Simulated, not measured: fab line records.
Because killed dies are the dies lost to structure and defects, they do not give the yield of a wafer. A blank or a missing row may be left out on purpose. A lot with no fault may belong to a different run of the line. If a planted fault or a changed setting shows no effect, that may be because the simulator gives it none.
What tool caused it? | flow gf180mcu | 12 lots (36 wafers sampled), 1 step of a 602-step route

WHAT THE GAUGES SHOWED, per wafer
GF_STI_THK_MEAS_30.
lot  | measured    | on            | STI_OXIDATION_02_THK (nm)
L075 | day 2 11:13 | film metro-03 | 9.99 9.99 9.95
L077 | day 2 21:14 | film metro-03 | 9.74 9.83 9.79
L079 | day 3 08:35 | film metro-02 | 10.11 10.31 10.21
L081 | day 3 17:32 | film metro-02 | 9.67 9.68 9.71
L083 | day 4 09:46 | film metro-04 | 9.93 9.93 10.02
L085 | day 4 18:30 | film metro-02 | 10.24 10.12 10.18
L087 | day 5 02:20 | film metro-03 | 10.09 10.00 10.13
L089 | day 5 14:29 | film metro-03 | 10.04 10.01 9.95
L090 | day 5 22:50 | film metro-04 | 10.05 9.93 10.04
L093 | day 6 07:31 | film metro-02 | 10.16 10.07 10.24
L095 | day 6 20:08 | film metro-03 | 10.20 10.18 10.10
L097 | day 7 07:31 | film metro-04 | 10.00 9.99 10.09

EACH LOT AND THE TOOL THAT RAN IT (in order: tool; ch and the chambers of the sampled wafers; start)
The record shows no process step preceding these readings.

THE ANSWER, worked out from the rows above alone
Rule: what is usual is taken from the lots themselves. The widest of any qualifying gaps counts: lots, ordered by their means at a reading, are off when they make up no more than a third of the lots, leave a main group of 4 or more, and stand apart from it by 3 or more times the standard deviation of that group's means. If all means in a main group match to the digits the tables above print for the reading, that group is not used. A lot without any number at a reading at which 4 lots or more have one is off too. All remaining lots with rows at the step are treated as sound.
No lot is off on any of the readings shown, so nothing can be concluded from this.

WHAT THE SIMULATOR PUT IN
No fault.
